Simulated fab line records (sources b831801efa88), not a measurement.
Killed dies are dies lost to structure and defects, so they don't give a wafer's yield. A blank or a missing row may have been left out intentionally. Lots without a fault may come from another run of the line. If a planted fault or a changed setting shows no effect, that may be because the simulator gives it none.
fab line records ; flow sky130
record lots=15; wafers=45; lastDay=50
route steps=708 shown VT_ADJUST_LVTN@101 PAD_OPEN@708
lots that met no fault: from a run of the same line without faults
startH: hours from the record's first day to the start of the lot's first wafer shown ; waitH: hours from the lot's prior step to this one ; " as in the row above ; L1.1+2: several wafers, shown together as one row ; - no value present, or no start provided ; * or withheld: withheld ; < > ~ a bound
route shown NAME@n: NAME is a module with steps in the file, n the number in the route of the first one ; usual: mean/standard deviation taken from wafers without a fault ; same: alike in all rows ; chamber/n: place in a boat ; sites: each site's reading ; _std_site: standard deviation across them ; _edge_site: mean of outer sites minus mean of inner sites ; radiusMm: for every site, how far away it sits from the centre of the wafer ; mask NAME#n: copy n ; behind: tool/chamber where the wafer was last shaped ; hold: why the lot was held/for how many hours/how that ended ; device: transistor that didn't switch, given as n, p or np ; end of line: tests run on the same wafers once the route is complete ; step lacking rows: just its recipe ; killed: dies lost to structure and defects at the first sort, not the wafer's yield ; map: dies across one wafer; x = killed, . = not, _ = none there
set.NAME: setting as actually run; set.NAME@STEP: the setting as run at that earlier step ; model.NAME: the simulator's own value behind a step, which no gauge read
steps of the route over a sample of lots; a table a step, a row a wafer
services: a tool's chamber out of use, with start hour (startH, from the record's first day; less than 0 if before it), hours out, and reason
## steps
# step SKY_VT_ADJUST_LVTN_EXPOSE_04
# recipe maskId=NWM_COMPLEMENT_LESS_NATIVE; na=0.6; sourceShape=conventional; sigmaOuter=0.6; polarization=unpolarized; targetCdNm=840; doseMj=194
# usual exposureDoseMJCm2=194.02/0.17
lot.wafer;tool;chamber;startH;waitH;mask;exposureDoseMJCm2
L715.1;ilineStepper-01;0;129.18;-;NWM_COMPLEMENT_LESS_NATIVE#0;193.83
L715.4;ilineStepper-01;0;129.18;-;NWM_COMPLEMENT_LESS_NATIVE#0;193.71
L715.6;ilineStepper-01;0;129.18;-;NWM_COMPLEMENT_LESS_NATIVE#0;193.72
L716.1;ilineStepper-01;0;136.78;-;NWM_COMPLEMENT_LESS_NATIVE#0;193.94
L716.4;ilineStepper-01;0;136.78;-;NWM_COMPLEMENT_LESS_NATIVE#0;194.29
L716.5;ilineStepper-01;0;136.78;-;NWM_COMPLEMENT_LESS_NATIVE#0;194.19
L717.1;ilineStepper-01;0;142.03;-;NWM_COMPLEMENT_LESS_NATIVE#0;203.61
L717.2;ilineStepper-01;0;142.03;-;NWM_COMPLEMENT_LESS_NATIVE#0;203.57
L717.5;ilineStepper-01;0;142.03;-;NWM_COMPLEMENT_LESS_NATIVE#0;203.55
L718.2;ilineStepper-01;0;149.70;-;NWM_COMPLEMENT_LESS_NATIVE#0;203.34
L718.3;ilineStepper-01;0;149.70;-;NWM_COMPLEMENT_LESS_NATIVE#0;203.32
L718.5;ilineStepper-01;0;149.70;-;NWM_COMPLEMENT_LESS_NATIVE#0;203.30
L719.1;ilineStepper-02;0;159.15;-;NWM_COMPLEMENT_LESS_NATIVE#0;193.82
L719.2;ilineStepper-02;0;159.15;-;NWM_COMPLEMENT_LESS_NATIVE#0;194.02
L719.5;ilineStepper-02;0;159.15;-;NWM_COMPLEMENT_LESS_NATIVE#0;193.67
L725.1;ilineStepper-01;0;195.85;-;NWM_COMPLEMENT_LESS_NATIVE#0;203.59
L725.2;ilineStepper-01;0;195.85;-;NWM_COMPLEMENT_LESS_NATIVE#0;203.74
L725.5;ilineStepper-01;0;195.85;-;NWM_COMPLEMENT_LESS_NATIVE#0;203.85
L727.3;ilineStepper-02;0;211.11;-;NWM_COMPLEMENT_LESS_NATIVE#0;194.06
L727.4;ilineStepper-02;0;211.11;-;NWM_COMPLEMENT_LESS_NATIVE#0;194.03
L727.6;ilineStepper-02;0;211.11;-;NWM_COMPLEMENT_LESS_NATIVE#0;194.21
L728.2;ilineStepper-02;0;219.89;-;NWM_COMPLEMENT_LESS_NATIVE#0;194.17
L728.4;ilineStepper-02;0;219.89;-;NWM_COMPLEMENT_LESS_NATIVE#0;194.15
L728.6;ilineStepper-02;0;219.89;-;NWM_COMPLEMENT_LESS_NATIVE#0;194.08
L729.1;ilineStepper-02;0;236.55;-;NWM_COMPLEMENT_LESS_NATIVE#0;194.20
L729.2;ilineStepper-02;0;236.55;-;NWM_COMPLEMENT_LESS_NATIVE#0;193.87
L729.6;ilineStepper-02;0;236.55;-;NWM_COMPLEMENT_LESS_NATIVE#0;194.19
L731.1;ilineStepper-02;0;237.07;-;NWM_COMPLEMENT_LESS_NATIVE#0;193.81
L731.2;ilineStepper-02;0;237.07;-;NWM_COMPLEMENT_LESS_NATIVE#0;193.94
L731.5;ilineStepper-02;0;237.07;-;NWM_COMPLEMENT_LESS_NATIVE#0;194.01
L734.1;ilineStepper-02;0;266.13;-;NWM_COMPLEMENT_LESS_NATIVE#0;194.13
L734.5;ilineStepper-02;0;266.13;-;NWM_COMPLEMENT_LESS_NATIVE#0;193.99
L734.6;ilineStepper-02;0;266.13;-;NWM_COMPLEMENT_LESS_NATIVE#0;194.04
L735.1;ilineStepper-02;0;266.77;-;NWM_COMPLEMENT_LESS_NATIVE#0;193.92
L735.2;ilineStepper-02;0;266.77;-;NWM_COMPLEMENT_LESS_NATIVE#0;194.04
L735.5;ilineStepper-02;0;266.77;-;NWM_COMPLEMENT_LESS_NATIVE#0;194.06
L736.1;ilineStepper-02;0;272.65;-;NWM_COMPLEMENT_LESS_NATIVE#0;194.08
L736.2;ilineStepper-02;0;272.65;-;NWM_COMPLEMENT_LESS_NATIVE#0;194.05
L736.4;ilineStepper-02;0;272.65;-;NWM_COMPLEMENT_LESS_NATIVE#0;193.98
L737.1;ilineStepper-02;0;273.92;-;NWM_COMPLEMENT_LESS_NATIVE#0;193.97
L737.3;ilineStepper-02;0;273.92;-;NWM_COMPLEMENT_LESS_NATIVE#0;194.07
L737.4;ilineStepper-02;0;273.92;-;NWM_COMPLEMENT_LESS_NATIVE#0;194.09
L738.2;ilineStepper-02;0;280.24;-;NWM_COMPLEMENT_LESS_NATIVE#0;194.16
L738.5;ilineStepper-02;0;280.24;-;NWM_COMPLEMENT_LESS_NATIVE#0;194.26
L738.6;ilineStepper-02;0;280.24;-;NWM_COMPLEMENT_LESS_NATIVE#0;194.25
# step SKY_PAD_OPEN_PROBE_99
# usual killed_at_M0_to_M3=42/6.4; killed_at_M4_up=3.0/2; killedAtContacts=24/5.2; killedAtFrontEnd=14/4.2; killedAtOther=0.4/0.72; killedDies=84/9; killedOpen=46/6.6; killedShort=38/6
# same grossDies=492; killedAtBackSide=0
lot.wafer;tool;chamber;startH;waitH;killed_at_M0_to_M3;killed_at_M4_up;killedAtContacts;killedAtFrontEnd;killedAtOther;killedDies;killedOpen;killedShort
L715.1;prober-01;-;1072.28;0.1;45;2;25;16;0;88;55;33
L715.4;prober-01;-;1072.43;0.2;38;3;14;20;1;76;40;36
L715.6;prober-01;-;1072.53;0.2;35;2;24;19;0;80;41;38
L717.1;prober-01;-;1089.88;0.1;33;2;16;15;0;66;41;25
L717.2;prober-01;-;1089.93;0.1;31;2;18;22;0;73;38;35
L717.5;prober-01;-;1090.08;0.2;38;4;17;12;0;71;37;34
L719.1;prober-01;-;1106.31;0.1;42;2;20;19;2;85;50;34
L719.2;prober-01;-;1106.36;0.1;29;1;24;16;2;72;40;31
L719.5;prober-01;-;1106.51;0.2;42;3;26;15;0;86;49;37
L728.6;prober-02;-;1155.14;0.2;39;1;28;15;0;83;45;38
L734.1;prober-01;-;1187.71;0.1;40;2;22;21;1;86;53;33
L734.5;prober-01;-;1187.91;0.2;43;2;19;14;1;79;45;34
L734.6;prober-01;-;1187.96;0.2;40;3;25;15;1;84;38;46
L736.1;prober-01;-;1193.94;0.1;30;1;25;16;0;72;45;27
L736.2;prober-01;-;1193.99;0.1;42;1;29;11;0;83;39;44
L736.4;prober-01;-;1194.09;0.2;46;1;28;17;0;92;55;37
L737.1;prober-02;-;1197.32;0.1;42;1;25;14;0;82;43;39
L737.3;prober-02;-;1197.42;0.2;45;6;35;8;0;94;51;42
L737.4;prober-02;-;1197.47;0.2;48;2;30;24;0;104;59;45
L738.2;prober-01;-;1200.24;0.1;42;1;25;14;2;84;43;39
L738.5;prober-01;-;1200.39;0.2;39;1;23;17;4;84;41;39
L738.6;prober-01;-;1200.44;0.2;49;3;25;10;4;91;48;40
# killed by level:class
L715.1 LI_CONTACT:geometricParticle:open=10 VIA1:geometricParticle:open=10 VIA3:geometricParticle:open=9 CONTACT:geometricParticle:open=7 METAL1:geometricParticle:short=6 FIELD_ISO:geometricParticle:open=4 FIELD_ISO:geometricParticle:short=4 CONTACT:geometricParticle:short=4
L715.4 METAL1:geometricParticle:short=10 VIA1:geometricParticle:open=9 POLY_GATE:geometricParticle:open=5 LI_CONTACT:geometricParticle:open=5 VIA2:geometricParticle:open=5 FIELD_ISO:geometricParticle:open=4 FIELD_ISO:geometricParticle:short=3 POLY_GATE:geometricParticle:short=3
L715.6 VIA1:geometricParticle:open=8 CONTACT:geometricParticle:open=8 LOCAL_INTERCONNECT:geometricParticle:short=6 VIA1:geometricParticle:short=6 VIA3:geometricParticle:open=6 FIELD_ISO:geometricParticle:open=5 POLY_GATE:geometricParticle:short=5 FIELD_ISO:geometricParticle:short=4
L717.1 VIA1:geometricParticle:open=9 VIA2:geometricParticle:open=8 FIELD_ISO:geometricParticle:open=5 FIELD_ISO:geometricParticle:short=5 METAL1:geometricParticle:short=4 LI_CONTACT:geometricParticle:open=4 LOCAL_INTERCONNECT:geometricParticle:short=4 CONTACT:geometricParticle:open=4
L717.2 VIA1:geometricParticle:open=7 CONTACT:geometricParticle:open=6 VIA3:geometricParticle:open=5 POLY_GATE:geometricParticle:open=5 POLY_GATE:geometricParticle:short=5 METAL2:geometricParticle:short=5 FIELD_ISO:geometricParticle:open=4 LI_CONTACT:geometricParticle:open=4
L717.5 VIA1:geometricParticle:open=7 METAL2:geometricParticle:short=6 CONTACT:geometricParticle:open=6 LI_CONTACT:geometricParticle:open=5 VIA2:geometricParticle:short=5 VIA3:geometricParticle:open=4 CONTACT:geometricParticle:short=4 POLY_GATE:geometricParticle:short=3
L719.1 LI_CONTACT:geometricParticle:open=10 VIA3:geometricParticle:open=9 VIA3:geometricParticle:short=8 POLY_GATE:geometricParticle:short=7 CONTACT:geometricParticle:open=7 VIA1:geometricParticle:open=6 VIA2:geometricParticle:open=6 POLY_GATE:geometricParticle:open=5
L719.2 LI_CONTACT:geometricParticle:open=10 VIA1:geometricParticle:open=7 CONTACT:geometricParticle:open=6 POLY_GATE:geometricParticle:short=4 LOCAL_INTERCONNECT:geometricParticle:short=4 VIA1:geometricParticle:short=4 FIELD_ISO:geometricParticle:short=3 POLY_GATE:geometricParticle:open=3
L719.5 VIA1:geometricParticle:open=10 VIA3:geometricParticle:open=9 LI_CONTACT:geometricParticle:open=7 METAL2:geometricParticle:short=7 VIA2:geometricParticle:open=7 CONTACT:geometricParticle:open=6 FIELD_ISO:geometricParticle:short=5 LI_CONTACT:geometricParticle:short=5
L728.6 VIA1:geometricParticle:open=15 CONTACT:geometricParticle:open=11 VIA3:geometricParticle:open=8 FIELD_ISO:geometricParticle:short=6 LOCAL_INTERCONNECT:geometricParticle:short=6 VIA1:geometricParticle:short=6 CONTACT:geometricParticle:short=5 POLY_GATE:geometricParticle:short=4
L734.1 VIA1:geometricParticle:open=10 CONTACT:geometricParticle:open=10 VIA2:geometricParticle:open=9 FIELD_ISO:geometricParticle:open=6 CONTACT:geometricParticle:short=5 METAL1:geometricParticle:short=5 VIA1:geometricParticle:short=5 VIA3:geometricParticle:open=4
L734.5 VIA1:geometricParticle:open=10 CONTACT:geometricParticle:open=9 METAL2:geometricParticle:short=7 VIA2:geometricParticle:open=6 POLY_GATE:geometricParticle:short=5 LI_CONTACT:geometricParticle:open=5 VIA3:geometricParticle:short=4 FIELD_ISO:geometricParticle:short=3
L734.6 VIA1:geometricParticle:open=10 LOCAL_INTERCONNECT:geometricParticle:short=9 METAL1:geometricParticle:short=8 VIA1:geometricParticle:short=6 POLY_GATE:geometricParticle:open=5 FIELD_ISO:geometricParticle:open=4 LI_CONTACT:geometricParticle:open=4 CONTACT:geometricParticle:short=4
L736.1 LI_CONTACT:geometricParticle:open=8 CONTACT:geometricParticle:open=8 VIA1:geometricParticle:open=7 VIA2:geometricParticle:open=7 VIA3:geometricParticle:open=5 FIELD_ISO:geometricParticle:short=4 FIELD_ISO:geometricParticle:open=4 LI_CONTACT:geometricParticle:short=3
L736.2 VIA1:geometricParticle:open=11 CONTACT:geometricParticle:short=9 CONTACT:geometricParticle:open=8 METAL1:geometricParticle:short=7 LI_CONTACT:geometricParticle:open=6 METAL2:geometricParticle:short=6 VIA1:geometricParticle:short=5 POLY_GATE:geometricParticle:short=4
L736.4 CONTACT:geometricParticle:open=14 LI_CONTACT:geometricParticle:open=10 VIA1:geometricParticle:open=9 VIA1:geometricParticle:short=7 METAL1:geometricParticle:short=6 METAL2:geometricParticle:short=5 VIA2:geometricParticle:open=5 VIA3:geometricParticle:open=5
L737.1 VIA1:geometricParticle:short=12 VIA1:geometricParticle:open=11 LI_CONTACT:geometricParticle:open=10 VIA3:geometricParticle:open=7 FIELD_ISO:geometricParticle:short=6 CONTACT:geometricParticle:open=6 LOCAL_INTERCONNECT:geometricParticle:short=5 METAL2:geometricParticle:short=4
L737.3 LI_CONTACT:geometricParticle:open=11 VIA3:geometricParticle:open=10 CONTACT:geometricParticle:open=9 VIA2:geometricParticle:open=8 CONTACT:geometricParticle:short=8 METAL1:geometricParticle:short=5 VIA3:geometricParticle:short=5 METAL4:geometricParticle:short=5
L737.4 LI_CONTACT:geometricParticle:open=12 VIA1:geometricParticle:open=10 FIELD_ISO:geometricParticle:open=9 CONTACT:geometricParticle:open=9 FIELD_ISO:geometricParticle:short=7 VIA2:geometricParticle:open=7 METAL2:geometricParticle:short=7 LOCAL_INTERCONNECT:geometricParticle:short=5
L738.2 VIA1:geometricParticle:open=15 CONTACT:geometricParticle:open=11 METAL2:geometricParticle:short=7 CONTACT:geometricParticle:short=7 POLY_GATE:geometricParticle:short=5 METAL1:geometricParticle:short=5 LI_CONTACT:geometricParticle:open=5 VIA3:geometricParticle:open=5
L738.5 VIA1:geometricParticle:open=11 POLY_GATE:geometricParticle:open=8 CONTACT:geometricParticle:open=8 CONTACT:geometricParticle:short=8 FIELD_ISO:geometricParticle:short=5 METAL3:geometricParticle:short=5 VIA1:geometricParticle:short=4 VIA2:geometricParticle:open=4
L738.6 CONTACT:geometricParticle:short=11 VIA2:geometricParticle:open=9 VIA3:geometricParticle:open=9 LI_CONTACT:geometricParticle:open=8 VIA1:geometricParticle:open=8 METAL2:geometricParticle:short=5 VIA1:geometricParticle:short=5 METAL3:geometricParticle:short=5
## services
tool;chamber;startH;hours;kind
ilineStepper-01;0;117.05;-;calibration
ilineStepper-02;-;135.20;4.4;pm
ilineStepper-02;0;136.41;-;calibration
ilineStepper-01;-;263.81;7.5;repair
## key
firstSign step=SKY_VT_ADJUST_LVTN_EXPOSE_04; reading=exposureDoseMJCm2; direction=up; sigmas=56; usual=*; struck=*
effect none on later readings
metAt SKY_VT_ADJUST_LVTN_EXPOSE_04
struckLots L717,L718,L725
testerLeftOut L717,L718,L725
onsetBetween 136.78 142.03
fault kind=processParameterDrift; tool=ilineStepper-01; chamber=-; onsetH=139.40; steps=SKY_VT_ADJUST_LVTN_EXPOSE_04; channel=doseMj; offset=9.4576; shape=step; actsIn=theseRecipesOnly; stated=194
# testerLeftOut: of these lots the tester's yield and bins aren't shown, on N5 and GAA mostly nor the transistor test; their killed dies are dies lost to structure and defects alone, not to doping, threshold or leakage, so they don't give the yield
